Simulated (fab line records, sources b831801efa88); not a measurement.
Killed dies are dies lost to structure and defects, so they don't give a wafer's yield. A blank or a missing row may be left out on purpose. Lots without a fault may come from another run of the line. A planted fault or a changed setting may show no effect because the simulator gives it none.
Chamber matching | flow sky130 | SKY_VIA2_ETCH_14 on rie_diel-04: 4 sister chambers
The step etches BARC in N2/H2, stops on SiO2, time 45.9 s, target depth 60 nm. 8 wafers are shown with their chamber, then 10 later ones without.

WAFERS WITH THEIR CHAMBER
wafer  | chamber | oes_product_au (a.u.) | throttle_valve_pct (%)
L081.3 | 2       | 0.853                 | 13.223
L092.1 | 2       | 0.847                 | 13.208
L092.3 | 0       | 0.852                 | 13.237
L092.4 | 1       | 0.850                 | 13.231
L092.5 | 0       | 0.853                 | 13.215
L092.6 | 3       | 0.849                 | 13.217
L093.1 | 3       | 0.844                 | 13.225
L093.2 | 1       | 0.849                 | 13.215

WAFERS WITHOUT THEIR CHAMBER
wafer  | oes_product_au (a.u.) | throttle_valve_pct (%)
L093.3 | 0.850                 | 13.219
L095.1 | 0.850                 | 13.231
L095.2 | 0.856                 | 13.229
L095.3 | 0.856                 | 13.223
L095.4 | 0.851                 | 13.225
L095.5 | 0.853                 | 13.233
L095.6 | 0.855                 | 13.226
L097.2 | 0.855                 | 13.225
L097.4 | 0.854                 | 13.230
L097.6 | 0.846                 | 13.216

WHICH CHAMBER EACH WENT THROUGH
wafer  | from the rows above               | in truth
L093.3 | can't be placed: 2 or 1 or 0 or 3 | 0
L095.1 | can't be placed: 1 or 0 or 2 or 3 | 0
L095.2 | can't be placed: 0 or 1 or 2      | 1
L095.3 | can't be placed: 0 or 2 or 1      | 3
L095.4 | can't be placed: 0 or 1 or 2 or 3 | 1
L095.5 | can't be placed: 0 or 1 or 2 or 3 | 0
L095.6 | can't be placed: 0 or 1 or 2      | 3
L097.2 | can't be placed: 0 or 1 or 2      | 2
L097.4 | can't be placed: 0 or 1 or 2      | 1
L097.6 | can't be placed: 3 or 1 or 2      | 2
Placed correctly: 0 of 10. Can't be placed from these rows: 10 (the true chamber is among the candidates in 8). Placed wrongly: 0.
How it was worked out, from the rows above alone: a wafer's distance from a chamber is the root of the sum, over the readings, of the square of ((its reading less the chamber's mean) divided by the reading's scatter). The wafer belongs to the nearest chamber; if the next one is less than 2 further off, it can't be placed. A chamber's mean is the mean of its shown wafers. The scatter: the root of (the sum of the squares of (reading less its chamber's mean) over the shown wafers, divided by (wafers less chambers)).
